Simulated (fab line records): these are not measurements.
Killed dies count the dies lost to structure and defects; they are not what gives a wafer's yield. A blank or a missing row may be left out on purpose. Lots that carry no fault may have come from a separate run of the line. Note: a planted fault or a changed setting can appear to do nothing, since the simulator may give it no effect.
Which of the tools did it? + flow sky130 + route of 708 steps, sampled at 1 step: 12 lots, 36 wafers

WHAT THE GAUGES SHOWED, per wafer
SKY_VIA1_OVL_MEAS_13.
| lot  | measured     | on         | VIA1_OVL (nm) |
|------|--------------|------------|---------------|
| L074 | day 34 10:59 | overlay-02 | 5 7 5         |
| L076 | day 35 00:46 | overlay-01 | 4 -1 -2       |
| L079 | day 35 23:53 | overlay-01 | 7 4 1         |
| L080 | day 36 08:19 | overlay-02 | 17 10 11      |
| L083 | day 36 23:35 | overlay-01 | -5 -1 1       |
| L085 | day 37 08:51 | overlay-02 | 0 -4 3        |
| L087 | day 38 05:50 | overlay-02 | 2 1 9         |
| L089 | day 38 19:25 | overlay-02 | 2 4 2         |
| L091 | day 39 07:17 | overlay-02 | -1 -5 -4      |
| L093 | day 39 17:08 | overlay-01 | 2 4 13        |
| L095 | day 40 00:43 | overlay-02 | 6 5 3         |
| L097 | day 40 18:05 | overlay-02 | -5 -2 6       |

WHICH TOOL RAN EACH LOT (tool, then ch and the chambers of the sampled wafers, then the start)
The record shows no process step preceding these readings.

THE ANSWER, worked out from the rows above alone
Rule: what is usual is taken from the lots themselves. Put in order of their means at a reading, lots are off if they are a third of the lots or fewer, leave a main group of 4 or more, and stand apart from it by a gap of 3 or more times the standard deviation of the main group's means; of several such gaps the widest counts. A main group is skipped when, at the precision printed for the reading in the tables above, its means are all equal. Also off: a lot with no number at a reading for which 4 or more lots have one. The other lots that the step has rows for count as sound.
None of the lots is off at any reading shown; this tells nothing.

WHAT WAS PUT IN BY THE SIMULATOR
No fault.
